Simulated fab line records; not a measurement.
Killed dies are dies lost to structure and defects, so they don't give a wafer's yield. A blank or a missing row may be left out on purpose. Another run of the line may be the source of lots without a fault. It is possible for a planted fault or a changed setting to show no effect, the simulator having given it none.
Problem report in the 8D (eight disciplines) form, filled by code    flow gf180mcu    the parts of the form that need people (team, actions taken, sign-off) are left out

== 1. THE PROBLEM ==
Wafers free of any fault read 0.329 ohm/sq (standard deviation 0.0034) for V5_W_RS at GF_V5_RS_MEAS_24, against a mean of 0.216 ohm/sq on 3 wafers of 2 lots. Relative to the usual mean, that is a shift of -33 standard deviations.
The step: measures by four-point-probe.
Earliest sighting: wafer L797.3 on film-metro-03 at day 28 08:39. The record holds 32 wafers of 11 lots with a number at this step. Rule for "out", or "out of limits": more than 4 standard deviations from the usual mean. The rest of the wafers with a number are treated as sound.

== 2. WHAT IT IS AND WHAT IT IS NOT ==
question                     is                            is not
which readings at this step  V5_W_RS                       -
which lots                   L797, L800                    L794, L796, L798, L809, L811, L813, L814, L815, L817
which wafers of those lots   L797.3, L800.1, L800.3        L797.4, L797.6
read on which gauges         film-metro-02, film-metro-03  film-metro-04
when                         from day 28 08:39             up to then (8 sound wafers); but 21 sound wafers of L798, L809, L811, L813, L814, L815, L817 came after

== 3. SUSPECTS, AND WHAT RULES EACH OUT ==
Counting: if a tool at a process step up to the reading ran every lot that is out, it stays a suspect. Sound lots after the first of them don't rule it out here, since some wafers of a struck lot are sound.
- the gauge at GF_V5_RS_MEAS_24 is ruled out. The wafers that are out were read on 2 gauges (film-metro-02, film-metro-03).
- cvd-w-02 at GF_V5_CVD_23 (deposits W, target thk 350 nm, time 104.9 s): kept. It ran every lot that is out, first L797 (day 28 08:25); its last sound lot up to then is L796 (day 27 21:30).
After counting, what remains is cvd-w-02 at GF_V5_CVD_23.

== 4. THE CAUSE (what the simulator had put in) ==
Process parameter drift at GF_V5_CVD_23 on cvd-w-02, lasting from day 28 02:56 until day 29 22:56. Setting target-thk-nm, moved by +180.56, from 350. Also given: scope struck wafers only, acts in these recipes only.
Counting left only this tool.

== 5. SEQUENCE OF EFFECTS, ordered by route ==
Each row: a reading where the mean over the struck wafers with a number is more than 3 standard deviations away from the usual. Only readings for which the record gives a usual standard deviation are gone through. hours: the time from each lot's start at the first step in this table that gives one to its start at this step, as a median over the lots. sigmas: the change in usual standard deviations.
hours  step               reading             usual         on struck wafers  change  sigmas
0      GF_V5_RS_MEAS_24   V5_W_RS             0.329 ohm/sq  0.216             -0.113  -33
0      GF_V5_THK_MEAS_25  V5_W_THK            340 nm        518               +178    +34
0      GF_V5_CMP_26       time-to-endpoint-s  85 s          130               +45     +13
The process steps in it:
- GF_V5_CMP_26: polishes, stops on SiO2, t overpolish 15 s, target thk 0 nm.

== 6. HOW IT WOULD HAVE BEEN CAUGHT EARLIER ==
Counted from the fault's start at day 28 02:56, it took 6 hours until the first out-of-limits reading at a measuring or inspecting step in this record, taken at day 28 08:39.
Tool readings at GF_V5_CVD_23 with a usual standard deviation given in the record: none out on any struck wafer, hence no alarm at a limit of 4 standard deviations on them.
Lots out: 2; of these, L800 started GF_V5_CVD_23 on cvd-w-02 after day 28 08:39. Putting the tool on hold at that point would have spared it.
